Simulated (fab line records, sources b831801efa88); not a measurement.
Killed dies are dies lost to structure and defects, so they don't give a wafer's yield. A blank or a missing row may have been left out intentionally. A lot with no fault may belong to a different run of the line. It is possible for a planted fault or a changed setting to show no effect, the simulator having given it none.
fab line records / flow gf180mcu / part 2 of 2: steps 30 to 39 of 39
[record] lots = 5 wafers = 15 last-day = 33
route steps=602 shown STI@27 DNWELL@32 NWELL@42 LVPWELL@54
lots that met no fault: from a run of the same line without faults
start-h: hours from the record's first day to the start of the lot's first wafer shown / wait-h: time in hours since the lot's previous step / " same as the row above / L1.1+2: a row that stands for several wafers / - either no value or no given start / * or withheld: withheld / < > ~ a bound
route shown NAME@n: names a module that has steps shown in the file, with the first one's number in the route / usual: mean and standard deviation over wafers with no fault / same: alike in all rows / chamber/n: place in a boat / sites: readings site by site / _std_site: the standard deviation of these / _edge_site: the outer-site mean with the inner-site mean subtracted / radius-mm: for every site, how far away it sits from the centre of the wafer / mask NAME#n: copy n / behind: the tool/chamber that last shaped the wafer / hold: the reason the lot was held/the length of the hold in hours/how it ended / device: whichever transistor did not switch (one of n, p or np) / end of line: the tests these same wafers got at the end of their route / where a step has no rows: the recipe by itself / killed: the dies lost at the first sort to structure and to defects; this is not the yield of the wafer / map: dies across one wafer; x = killed, . = not, _ = none there
set.NAME: the setting as run; set.NAME@STEP: as run at that earlier step / model.NAME: the simulator's own value behind a step, which no gauge read
lots at some steps of the route; a table a step, a row a wafer
services: from which hour (start-h, from the record's first day; less than 0 if before it) a tool's chamber was out of use, for how many hours, and why
[[steps]]
[step GF_LVPWELL_COAT_02]
[recipe] spin-rpm = 1974 resist-thk-nm = 3000
lot.wafer=L075.3+4+5 tool=litho-track-04 chamber=0 start-h=73.06 wait-h=0.1
lot.wafer=L076.2+3+5 tool=litho-track-01 chamber=0 start-h=80.17 wait-h=0.1
lot.wafer=L080.1+3+4 tool=litho-track-04 chamber=0 start-h=96.66 wait-h=0.1
lot.wafer=L089.1+2+6 tool=litho-track-01 chamber=0 start-h=143.79 wait-h=0.1
lot.wafer=L093.2+4+5 tool=litho-track-04 chamber=0 start-h=167.53 wait-h=0.1
[step GF_LVPWELL_SOFTBAKE_03]
[recipe] temp-c = 110 time-s = withheld
[usual] plate-temp-C = 109.99/0.12
lot.wafer=L075.3 tool=litho-track-04 chamber=0 start-h=73.22 wait-h=0.1 plate-temp-C=109.97
lot.wafer=L075.4 tool=litho-track-04 chamber=0 start-h=73.22 wait-h=0.1 plate-temp-C=109.70
lot.wafer=L075.5 tool=litho-track-04 chamber=0 start-h=73.22 wait-h=0.1 plate-temp-C=110.31
lot.wafer=L076.2 tool=litho-track-01 chamber=0 start-h=80.33 wait-h=0.1 plate-temp-C=110.05
lot.wafer=L076.3 tool=litho-track-01 chamber=0 start-h=80.33 wait-h=0.1 plate-temp-C=110.00
lot.wafer=L076.5 tool=litho-track-01 chamber=0 start-h=80.33 wait-h=0.1 plate-temp-C=110.00
lot.wafer=L080.1 tool=litho-track-04 chamber=0 start-h=96.81 wait-h=0.1 plate-temp-C=109.75
lot.wafer=L080.3 tool=litho-track-04 chamber=0 start-h=96.81 wait-h=0.1 plate-temp-C=110.00
lot.wafer=L080.4 tool=litho-track-04 chamber=0 start-h=96.81 wait-h=0.1 plate-temp-C=110.01
lot.wafer=L089.1 tool=litho-track-01 chamber=0 start-h=143.94 wait-h=0.1 plate-temp-C=110.12
lot.wafer=L089.2 tool=litho-track-01 chamber=0 start-h=143.94 wait-h=0.1 plate-temp-C=109.96
lot.wafer=L089.6 tool=litho-track-01 chamber=0 start-h=143.94 wait-h=0.1 plate-temp-C=110.25
lot.wafer=L093.2 tool=litho-track-04 chamber=0 start-h=167.69 wait-h=0.1 plate-temp-C=109.97
lot.wafer=L093.4 tool=litho-track-04 chamber=0 start-h=167.69 wait-h=0.1 plate-temp-C=110.07
lot.wafer=L093.5 tool=litho-track-04 chamber=0 start-h=167.69 wait-h=0.1 plate-temp-C=110.09
[step GF_LVPWELL_EXPOSE_04]
[recipe] mask-id = LVPWELL target-cd-nm = 600 na = 0.6 source-shape = conventional sigma-outer = 0.6 dose-mj = 260
[usual] stage-vel-mm-s = 500.01/0.25
lot.wafer=L075.3 tool=iline-stepper-01 chamber=0 start-h=- wait-h=- mask=LVPWELL#0 stage-vel-mm-s=500.26
lot.wafer=L075.4 tool=iline-stepper-01 chamber=0 start-h=- wait-h=- mask=LVPWELL#0 stage-vel-mm-s=500.39
lot.wafer=L075.5 tool=iline-stepper-01 chamber=0 start-h=- wait-h=- mask=LVPWELL#0 stage-vel-mm-s=500.08
lot.wafer=L076.2 tool=iline-stepper-01 chamber=0 start-h=- wait-h=- mask=LVPWELL#0 stage-vel-mm-s=500.07
lot.wafer=L076.3 tool=iline-stepper-01 chamber=0 start-h=- wait-h=- mask=LVPWELL#0 stage-vel-mm-s=500.01
lot.wafer=L076.5 tool=iline-stepper-01 chamber=0 start-h=- wait-h=- mask=LVPWELL#0 stage-vel-mm-s=499.88
lot.wafer=L080.1 tool=iline-stepper-02 chamber=0 start-h=- wait-h=- mask=LVPWELL#0 stage-vel-mm-s=499.81
lot.wafer=L080.3 tool=iline-stepper-02 chamber=0 start-h=- wait-h=- mask=LVPWELL#0 stage-vel-mm-s=500.05
lot.wafer=L080.4 tool=iline-stepper-02 chamber=0 start-h=- wait-h=- mask=LVPWELL#0 stage-vel-mm-s=499.70
lot.wafer=L089.1 tool=iline-stepper-02 chamber=0 start-h=- wait-h=- mask=LVPWELL#0 stage-vel-mm-s=500.06
lot.wafer=L089.2 tool=iline-stepper-02 chamber=0 start-h=- wait-h=- mask=LVPWELL#0 stage-vel-mm-s=499.82
lot.wafer=L089.6 tool=iline-stepper-02 chamber=0 start-h=- wait-h=- mask=LVPWELL#0 stage-vel-mm-s=500.20
lot.wafer=L093.2 tool=iline-stepper-01 chamber=0 start-h=- wait-h=- mask=LVPWELL#0 stage-vel-mm-s=500.11
lot.wafer=L093.4 tool=iline-stepper-01 chamber=0 start-h=- wait-h=- mask=LVPWELL#0 stage-vel-mm-s=500.42
lot.wafer=L093.5 tool=iline-stepper-01 chamber=0 start-h=- wait-h=- mask=LVPWELL#0 stage-vel-mm-s=500.16
[step GF_LVPWELL_PEB_05]
[recipe] temp-c = 115 time-s = withheld
[usual] plate-temp-C = 115.02/0.12
lot.wafer=L075.3 tool=litho-track-02 chamber=0 start-h=- wait-h=- plate-temp-C=115.03
lot.wafer=L075.4 tool=litho-track-02 chamber=0 start-h=- wait-h=- plate-temp-C=115.22
lot.wafer=L075.5 tool=litho-track-02 chamber=0 start-h=- wait-h=- plate-temp-C=115.25
lot.wafer=L076.2 tool=litho-track-01 chamber=0 start-h=- wait-h=- plate-temp-C=115.14
lot.wafer=L076.3 tool=litho-track-01 chamber=0 start-h=- wait-h=- plate-temp-C=115.06
lot.wafer=L076.5 tool=litho-track-01 chamber=0 start-h=- wait-h=- plate-temp-C=115.16
lot.wafer=L080.1 tool=litho-track-01 chamber=0 start-h=- wait-h=- plate-temp-C=115.16
lot.wafer=L080.3 tool=litho-track-01 chamber=0 start-h=- wait-h=- plate-temp-C=114.88
lot.wafer=L080.4 tool=litho-track-01 chamber=0 start-h=- wait-h=- plate-temp-C=114.84
lot.wafer=L089.1 tool=litho-track-04 chamber=0 start-h=- wait-h=- plate-temp-C=115.00
lot.wafer=L089.2 tool=litho-track-04 chamber=0 start-h=- wait-h=- plate-temp-C=115.14
lot.wafer=L089.6 tool=litho-track-04 chamber=0 start-h=- wait-h=- plate-temp-C=115.13
lot.wafer=L093.2 tool=litho-track-04 chamber=0 start-h=- wait-h=- plate-temp-C=114.97
lot.wafer=L093.4 tool=litho-track-04 chamber=0 start-h=- wait-h=- plate-temp-C=115.07
lot.wafer=L093.5 tool=litho-track-04 chamber=0 start-h=- wait-h=- plate-temp-C=115.03
[step GF_LVPWELL_DEVELOP_06]
[recipe] wall-angle-deg = 90 develop-time-s = 60 dev-temp-c = 23
lot.wafer=L075.3+4+5 tool=litho-track-02 chamber=0 start-h=- wait-h=-
lot.wafer=L076.2+3+5 tool=litho-track-01 chamber=0 start-h=- wait-h=-
lot.wafer=L080.1+3+4 tool=litho-track-01 chamber=0 start-h=- wait-h=-
lot.wafer=L089.1+2+6 tool=litho-track-04 chamber=0 start-h=- wait-h=-
lot.wafer=L093.2+4+5 tool=litho-track-04 chamber=0 start-h=- wait-h=-
[step GF_LVPWELL_OVL_MEAS_07]
[usual] LVPWELL_OVL = 0.4/1.6
lot.wafer=L075.3 tool=overlay-01 chamber=- start-h=80.02 wait-h=- LVPWELL_OVL[nm]=-0.7
lot.wafer=L075.4 tool=overlay-01 chamber=- start-h=80.02 wait-h=- LVPWELL_OVL[nm]=-0.4
lot.wafer=L075.5 tool=overlay-01 chamber=- start-h=80.02 wait-h=- LVPWELL_OVL[nm]=-0.1
lot.wafer=L076.2 tool=overlay-01 chamber=- start-h=86.75 wait-h=- LVPWELL_OVL[nm]=-1.1
lot.wafer=L076.3 tool=overlay-01 chamber=- start-h=86.75 wait-h=- LVPWELL_OVL[nm]=-0.1
lot.wafer=L076.5 tool=overlay-01 chamber=- start-h=86.75 wait-h=- LVPWELL_OVL[nm]=-0.3
lot.wafer=L080.1 tool=overlay-02 chamber=- start-h=103.59 wait-h=- LVPWELL_OVL[nm]=0.5
lot.wafer=L080.3 tool=overlay-02 chamber=- start-h=103.59 wait-h=- LVPWELL_OVL[nm]=0.4
lot.wafer=L080.4 tool=overlay-02 chamber=- start-h=103.59 wait-h=- LVPWELL_OVL[nm]=0.9
lot.wafer=L089.1 tool=overlay-02 chamber=- start-h=151.70 wait-h=- LVPWELL_OVL[nm]=0.8
lot.wafer=L089.2 tool=overlay-02 chamber=- start-h=151.70 wait-h=- LVPWELL_OVL[nm]=1.1
lot.wafer=L089.6 tool=overlay-02 chamber=- start-h=151.70 wait-h=- LVPWELL_OVL[nm]=1.6
lot.wafer=L093.2 tool=overlay-01 chamber=- start-h=175.86 wait-h=- LVPWELL_OVL[nm]=-1.9
lot.wafer=L093.4 tool=overlay-01 chamber=- start-h=175.86 wait-h=- LVPWELL_OVL[nm]=-2.9
lot.wafer=L093.5 tool=overlay-01 chamber=- start-h=175.86 wait-h=- LVPWELL_OVL[nm]=-0.8
[step GF_LVPWELL_IMPLANT_08]
[recipe] species = B energy-kev = 170 dose-cm2 = 1.5e+13 tilt-deg = 0
[usual] faraday-current-uA = 84.7/1.7
lot.wafer=L075.3 tool=implanter-01 chamber=0 start-h=80.09 wait-h=0.1 faraday-current-uA=87.3
lot.wafer=L075.4 tool=implanter-01 chamber=0 start-h=80.09 wait-h=0.1 faraday-current-uA=84.3
lot.wafer=L075.5 tool=implanter-01 chamber=0 start-h=80.09 wait-h=0.1 faraday-current-uA=86.5
lot.wafer=L076.2 tool=implanter-01 chamber=0 start-h=86.80 wait-h=0.0 faraday-current-uA=85.0
lot.wafer=L076.3 tool=implanter-01 chamber=0 start-h=86.80 wait-h=0.0 faraday-current-uA=84.6
lot.wafer=L076.5 tool=implanter-01 chamber=0 start-h=86.80 wait-h=0.0 faraday-current-uA=86.6
lot.wafer=L080.1 tool=implanter-03 chamber=0 start-h=103.63 wait-h=0.0 faraday-current-uA=87.7
lot.wafer=L080.3 tool=implanter-03 chamber=0 start-h=103.63 wait-h=0.0 faraday-current-uA=85.0
lot.wafer=L080.4 tool=implanter-03 chamber=0 start-h=103.63 wait-h=0.0 faraday-current-uA=85.9
lot.wafer=L089.1 tool=implanter-03 chamber=0 start-h=151.74 wait-h=0.0 faraday-current-uA=82.4
lot.wafer=L089.2 tool=implanter-03 chamber=0 start-h=151.74 wait-h=0.0 faraday-current-uA=85.7
lot.wafer=L089.6 tool=implanter-03 chamber=0 start-h=151.74 wait-h=0.0 faraday-current-uA=84.5
lot.wafer=L093.2 tool=implanter-01 chamber=0 start-h=175.91 wait-h=0.0 faraday-current-uA=84.8
lot.wafer=L093.4 tool=implanter-01 chamber=0 start-h=175.91 wait-h=0.0 faraday-current-uA=83.6
lot.wafer=L093.5 tool=implanter-01 chamber=0 start-h=175.91 wait-h=0.0 faraday-current-uA=84.8
[step GF_LVPWELL_IMPLANT_09]
[recipe] species = B energy-kev = 60 dose-cm2 = 5e+12 tilt-deg = 0
[usual] faraday-current-uA = 28.3/0.6
lot.wafer=L075.3 tool=implanter-01 chamber=0 start-h=80.24 wait-h=0.1 faraday-current-uA=27.8
lot.wafer=L075.4 tool=implanter-01 chamber=0 start-h=80.24 wait-h=0.1 faraday-current-uA=27.5
lot.wafer=L075.5 tool=implanter-01 chamber=0 start-h=80.24 wait-h=0.1 faraday-current-uA=28.2
lot.wafer=L076.2 tool=implanter-01 chamber=0 start-h=86.95 wait-h=0.1 faraday-current-uA=29.0
lot.wafer=L076.3 tool=implanter-01 chamber=0 start-h=86.95 wait-h=0.1 faraday-current-uA=28.7
lot.wafer=L076.5 tool=implanter-01 chamber=0 start-h=86.95 wait-h=0.1 faraday-current-uA=28.1
lot.wafer=L080.1 tool=implanter-03 chamber=0 start-h=103.78 wait-h=0.1 faraday-current-uA=28.4
lot.wafer=L080.3 tool=implanter-03 chamber=0 start-h=103.78 wait-h=0.1 faraday-current-uA=27.5
lot.wafer=L080.4 tool=implanter-03 chamber=0 start-h=103.78 wait-h=0.1 faraday-current-uA=28.1
lot.wafer=L089.1 tool=implanter-03 chamber=0 start-h=151.89 wait-h=0.1 faraday-current-uA=27.4
lot.wafer=L089.2 tool=implanter-03 chamber=0 start-h=151.89 wait-h=0.1 faraday-current-uA=28.6
lot.wafer=L089.6 tool=implanter-03 chamber=0 start-h=151.89 wait-h=0.1 faraday-current-uA=27.7
lot.wafer=L093.2 tool=implanter-01 chamber=0 start-h=176.06 wait-h=0.1 faraday-current-uA=29.2
lot.wafer=L093.4 tool=implanter-01 chamber=0 start-h=176.06 wait-h=0.1 faraday-current-uA=28.3
lot.wafer=L093.5 tool=implanter-01 chamber=0 start-h=176.06 wait-h=0.1 faraday-current-uA=28.8
[step GF_LVPWELL_STRIP_10]
[recipe] chemistry = O2/N2 power-w = 1400 pressure-mtorr = 1500 platen-temp-c = 250 o2-flow-sccm = 3000 n2-flow-sccm = 300 overash-fraction = 0.5
[usual] drypump-motor-current-A = 5.8/0.41 heater-power-w = 331/12 n2-flow-sccm = 300.1/0.92 oes-product-au = 0.723/0.0045 strip-time-to-endpoint-s = 37.19/0.12
lot.wafer=L075.3 tool=plasma-asher-01 chamber=1 start-h=80.38 wait-h=0.1 drypump-motor-current-A=5.4 heater-power-w=327 n2-flow-sccm=300.1 oes-product-au=0.724 rf-hours-counter-h=- strip-time-to-endpoint-s=37.39
lot.wafer=L075.4 tool=plasma-asher-01 chamber=0 start-h=80.38 wait-h=0.1 drypump-motor-current-A=5.5 heater-power-w=329 n2-flow-sccm=301.8 oes-product-au=0.724 rf-hours-counter-h=- strip-time-to-endpoint-s=37.17
lot.wafer=L075.5 tool=plasma-asher-01 chamber=0 start-h=80.38 wait-h=0.1 drypump-motor-current-A=5.5 heater-power-w=328 n2-flow-sccm=300.5 oes-product-au=0.728 rf-hours-counter-h=- strip-time-to-endpoint-s=37.25
lot.wafer=L076.2 tool=plasma-asher-04 chamber=1 start-h=87.08 wait-h=0.1 drypump-motor-current-A=6.6 heater-power-w=333 n2-flow-sccm=300.0 oes-product-au=0.728 rf-hours-counter-h=44 strip-time-to-endpoint-s=36.99
lot.wafer=L076.3 tool=plasma-asher-04 chamber=1 start-h=87.08 wait-h=0.1 drypump-motor-current-A=6.6 heater-power-w=339 n2-flow-sccm=300.4 oes-product-au=0.728 rf-hours-counter-h=- strip-time-to-endpoint-s=37.01
lot.wafer=L076.5 tool=plasma-asher-04 chamber=0 start-h=87.08 wait-h=0.1 drypump-motor-current-A=5.9 heater-power-w=338 n2-flow-sccm=299.4 oes-product-au=0.725 rf-hours-counter-h=- strip-time-to-endpoint-s=37.06
lot.wafer=L080.1 tool=plasma-asher-03 chamber=0 start-h=103.93 wait-h=0.1 drypump-motor-current-A=6.1 heater-power-w=320 n2-flow-sccm=300.3 oes-product-au=0.725 rf-hours-counter-h=45 strip-time-to-endpoint-s=37.34
lot.wafer=L080.3 tool=plasma-asher-03 chamber=0 start-h=103.93 wait-h=0.1 drypump-motor-current-A=6.1 heater-power-w=320 n2-flow-sccm=301.9 oes-product-au=0.717 rf-hours-counter-h=- strip-time-to-endpoint-s=37.39
lot.wafer=L080.4 tool=plasma-asher-03 chamber=1 start-h=103.93 wait-h=0.1 drypump-motor-current-A=5.6 heater-power-w=343 n2-flow-sccm=301.1 oes-product-au=0.728 rf-hours-counter-h=- strip-time-to-endpoint-s=37.39
lot.wafer=L089.1 tool=plasma-asher-01 chamber=0 start-h=152.04 wait-h=0.1 drypump-motor-current-A=5.5 heater-power-w=318 n2-flow-sccm=299.3 oes-product-au=0.727 rf-hours-counter-h=49 strip-time-to-endpoint-s=37.22
lot.wafer=L089.2 tool=plasma-asher-01 chamber=1 start-h=152.04 wait-h=0.1 drypump-motor-current-A=5.4 heater-power-w=340 n2-flow-sccm=300.9 oes-product-au=0.722 rf-hours-counter-h=49 strip-time-to-endpoint-s=37.19
lot.wafer=L089.6 tool=plasma-asher-01 chamber=0 start-h=152.04 wait-h=0.1 drypump-motor-current-A=5.5 heater-power-w=320 n2-flow-sccm=299.5 oes-product-au=0.725 rf-hours-counter-h=- strip-time-to-endpoint-s=37.24
lot.wafer=L093.2 tool=plasma-asher-03 chamber=0 start-h=176.19 wait-h=0.1 drypump-motor-current-A=6.1 heater-power-w=316 n2-flow-sccm=300.5 oes-product-au=0.725 rf-hours-counter-h=52 strip-time-to-endpoint-s=37.19
lot.wafer=L093.4 tool=plasma-asher-03 chamber=1 start-h=176.19 wait-h=0.1 drypump-motor-current-A=5.6 heater-power-w=352 n2-flow-sccm=299.9 oes-product-au=0.717 rf-hours-counter-h=- strip-time-to-endpoint-s=37.12
lot.wafer=L093.5 tool=plasma-asher-03 chamber=1 start-h=176.19 wait-h=0.1 drypump-motor-current-A=5.6 heater-power-w=344 n2-flow-sccm=299.5 oes-product-au=0.732 rf-hours-counter-h=- strip-time-to-endpoint-s=37.17
[step GF_LVPWELL_TW_MEAS_11]
[usual] LVPWELL_TW = 558/6.1
lot.wafer=L075.3 tool=film-metro-03 chamber=- start-h=80.46 wait-h=0.1 LVPWELL_TW=559
lot.wafer=L075.4 tool=film-metro-03 chamber=- start-h=80.46 wait-h=0.1 LVPWELL_TW=561
lot.wafer=L075.5 tool=film-metro-03 chamber=- start-h=80.46 wait-h=0.1 LVPWELL_TW=557
lot.wafer=L076.2 tool=film-metro-01 chamber=- start-h=87.19 wait-h=0.1 LVPWELL_TW=554
lot.wafer=L076.3 tool=film-metro-01 chamber=- start-h=87.19 wait-h=0.1 LVPWELL_TW=556
lot.wafer=L076.5 tool=film-metro-01 chamber=- start-h=87.19 wait-h=0.1 LVPWELL_TW=554
lot.wafer=L080.1 tool=film-metro-04 chamber=- start-h=104.03 wait-h=0.1 LVPWELL_TW=564
lot.wafer=L080.3 tool=film-metro-04 chamber=- start-h=104.03 wait-h=0.1 LVPWELL_TW=565
lot.wafer=L080.4 tool=film-metro-04 chamber=- start-h=104.03 wait-h=0.1 LVPWELL_TW=567
lot.wafer=L089.1 tool=film-metro-03 chamber=- start-h=152.14 wait-h=0.1 LVPWELL_TW=553
lot.wafer=L089.2 tool=film-metro-03 chamber=- start-h=152.14 wait-h=0.1 LVPWELL_TW=554
lot.wafer=L089.6 tool=film-metro-03 chamber=- start-h=152.14 wait-h=0.1 LVPWELL_TW=551
lot.wafer=L093.2 tool=film-metro-01 chamber=- start-h=176.30 wait-h=0.1 LVPWELL_TW=557
lot.wafer=L093.4 tool=film-metro-01 chamber=- start-h=176.30 wait-h=0.1 LVPWELL_TW=560
lot.wafer=L093.5 tool=film-metro-01 chamber=- start-h=176.30 wait-h=0.1 LVPWELL_TW=559
[[services]]
tool=implanter-02 chamber=- start-h=14.79 hours=60.2 kind=pm
tool=plasma-asher-01 chamber=- start-h=37.14 hours=2.2 kind=repair
tool=furnace-02 chamber=- start-h=43.07 hours=3.1 kind=pm
tool=implanter-04 chamber=- start-h=43.90 hours=8.9 kind=pm
tool=wet-bench-01 chamber=- start-h=44.56 hours=1.8 kind=repair
tool=plasma-asher-03 chamber=- start-h=55.29 hours=2.8 kind=pm
tool=furnace-01 chamber=- start-h=63.32 hours=3.8 kind=pm
tool=litho-track-03 chamber=- start-h=66.05 hours=- kind=consumable-replace:filter
tool=iline-stepper-02 chamber=0 start-h=67.11 hours=- kind=calibration
tool=implanter-03 chamber=- start-h=71.18 hours=1.5 kind=repair
tool=implanter-02 chamber=- start-h=74.96 hours=3.8 kind=pm
tool=implanter-02 chamber=- start-h=89.27 hours=1.3 kind=repair
tool=plasma-asher-04 chamber=- start-h=108.75 hours=9.0 kind=pm
tool=implanter-02 chamber=- start-h=113.80 hours=3.5 kind=repair
tool=implanter-04 chamber=- start-h=119.20 hours=3.9 kind=repair
tool=iline-stepper-01 chamber=- start-h=122.43 hours=13.9 kind=repair
tool=implanter-03 chamber=- start-h=129.00 hours=6.6 kind=repair
tool=iline-stepper-01 chamber=- start-h=131.92 hours=3.8 kind=repair
tool=iline-stepper-01 chamber=- start-h=137.50 hours=10.2 kind=repair
tool=plasma-asher-03 chamber=- start-h=150.06 hours=5.4 kind=repair
tool=plasma-asher-02 chamber=- start-h=150.37 hours=4.2 kind=repair
tool=plasma-asher-01 chamber=- start-h=157.60 hours=0.9 kind=repair
tool=plasma-asher-03 chamber=- start-h=166.52 hours=0.7 kind=repair
tool=iline-stepper-01 chamber=- start-h=174.75 hours=1.7 kind=pm
